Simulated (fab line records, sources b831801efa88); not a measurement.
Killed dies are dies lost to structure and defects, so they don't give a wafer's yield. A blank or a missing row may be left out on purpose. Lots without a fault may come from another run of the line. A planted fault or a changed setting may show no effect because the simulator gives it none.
Split-lot experiment | flow sky130 | 5 lots, 23 wafers read, on a route of 708 steps

THE SPLIT
At SKY_LI_CONTACT_CMP_02 (polishes PSG), the setting leave_above_ref_nm was moved away from the recipe's 597.2 nm on 8 of the 23 wafers read, by -7.1% to +5.2%. The other wafers ran this setting at the recipe's value.

FROM THE SPLIT TO THE READING: what the file shows between them, 5 steps
- SKY_LI_CONTACT_EXPOSE_09: exposes mask LICM1, target cd 170 nm (also split here: dose_mj)
- SKY_LI_CONTACT_PEB_10
- SKY_LI_CONTACT_DEVELOP_11: develop time 60 s
- SKY_LI_CONTACT_CD_MEAS_12: target cd 170 nm
- SKY_LI_CONTACT_ETCH_14: etches BARC in N2/H2, stops on SiO2, time 45.9 s, target depth 60 nm (also split here: time_s)

THE READING
oes_product_au, in a.u., at SKY_LI_CONTACT_ETCH_15 (etches PSG in C4F8/O2/Ar, stops on Si, target depth 600 nm). Fault-free wafers of this fab line usually give 0.838 a.u., standard deviation 0.0042 a.u..

wafer  | tool, chamber at the split | leave_above_ref_nm as run, nm | against the recipe | oes_product_au, a.u. | against lot-mates on the recipe
L076.2 | cmp-01, 0                  | 597.2                         | recipe             | 0.844                | -
L076.3 | cmp-01, 3                  | 570.9                         | -4.4%              | 0.821                | -0.017
L076.4 | cmp-01, 2                  | 597.2                         | recipe             | 0.836                | -
L076.5 | cmp-01, 2                  | 597.2                         | recipe             | 0.833                | -
L076.6 | cmp-01, 3                  | 570.9                         | -4.4%              | 0.820                | -0.018
L080.1 | cmp-02, 1                  | 597.2                         | recipe             | 0.840                | -
L080.3 | cmp-02, 2                  | 554.8                         | -7.1%              | 0.800                | -0.040
L080.4 | cmp-02, 0                  | 554.8                         | -7.1%              | 0.806                | -0.034
L080.5 | cmp-02, 1                  | 597.2                         | recipe             | 0.841                | -
L080.6 | cmp-02, 0                  | 554.8                         | -7.1%              | 0.803                | -0.037
L081.1 | cmp-02, 3                  | 597.2                         | recipe             | 0.840                | -
L081.2 | cmp-02, 0                  | 597.2                         | recipe             | 0.841                | -
L081.3 | cmp-02, 1                  | 597.2                         | recipe             | 0.841                | -
L081.4 | cmp-02, 2                  | 597.2                         | recipe             | 0.838                | -
L081.6 | cmp-02, 1                  | 597.2                         | recipe             | 0.848                | -
L082.1 | cmp-01, 0                  | 628.1                         | +5.2%              | 0.863                | +0.024
L082.2 | cmp-01, 2                  | 597.2                         | recipe             | 0.835                | -
L082.4 | cmp-01, 3                  | 628.1                         | +5.2%              | 0.854                | +0.015
L082.5 | cmp-01, 0                  | 597.2                         | recipe             | 0.844                | -
L082.6 | cmp-01, 3                  | 628.1                         | +5.2%              | 0.864                | +0.025
L084.3 | cmp-01, 2                  | 597.2                         | recipe             | 0.830                | -
L084.5 | cmp-01, 0                  | 597.2                         | recipe             | 0.837                | -
L084.6 | cmp-01, 3                  | 597.2                         | recipe             | 0.830                | -

THE FIT
A straight line over all 23 wafers: oes_product_au changes by +0.00462 a.u. for each +1% of leave_above_ref_nm; r = +0.96; the points scatter about the line by 0.0048 a.u..
The same after taking each lot's own level away (the mean of its wafers on the recipe; 23 wafers): +0.00467 a.u. for each +1%; r = +0.97; scatter 0.0042 a.u..
On that fit, the largest move of leave_above_ref_nm shifts the reading by 0.033 a.u..
The lots' own levels span 0.8323 to 0.8416 a.u., that is 2.2 times the standard deviation above.
So the lot-to-lot level changes the slope little: the two slopes agree.
Check: with one of the wafers moved furthest among these (-7.1%) left out of the fit, the line predicts -0.0322 a.u. for it against its lot-mates. It came out at -0.0405 a.u. against them.

OTHER SPLITS ON THESE WAFERS
These wafers also went through other splits before the reading. Each is held against what the fit with the lots' levels taken away leaves over:
other split on the same wafers      | wafers away from the commonest value | r with oes_product_au (lot level and that fit taken away)
SKY_LDD_HVN_STRIP_09 power_w        | 11                                   | +0.07
SKY_SD_P_DEVELOP_06 dev_temp_c      | 4                                    | -0.30
SKY_SD_P_IMPLANT_09 dose_cm2        | 4                                    | +0.23
SKY_RES_XHIGH_IMPLANT_07 energy_kev | 4                                    | +0.14
SKY_SD_N_COAT_02 spin_rpm           | 7                                    | +0.11
SKY_SD_N_IMPLANT_09 energy_kev      | 9                                    | +0.28
SKY_LI_CONTACT_EXPOSE_09 dose_mj    | 8                                    | -0.13
SKY_LI_CONTACT_ETCH_14 time_s       | 8                                    | +0.01

THE WHOLE CHAIN: every reading that the file lists as answering this split, in the file's order
step                   | what it does                                               | reading                                                                             | change (the file's fit)                   | r (the file's)
SKY_LI_CONTACT_CMP_02  | polishes PSG                                               | PSG_of_LI_CONTACT_HDPCVD_00.thk_nm (the simulator's own value, which no gauge read) | +6.08 nm for each +1% of the setting      | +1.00
SKY_LI_CONTACT_ETCH_15 | etches PSG in C4F8/O2/Ar, stops on Si, target depth 600 nm | oes_product_au                                                                      | +0.00457 a.u. for each +1% of the setting | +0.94
SKY_LI_CONTACT_ETCH_15 | etches PSG in C4F8/O2/Ar, stops on Si, target depth 600 nm | LI_CONTACT.feature_depth_nm (the simulator's own value, which no gauge read)        | +6.08 nm for each +1% of the setting      | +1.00

THE FILE'S OWN FIT
oes_product_au changes by +0.00457 a.u. for each +1% of leave_above_ref_nm, r = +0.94.
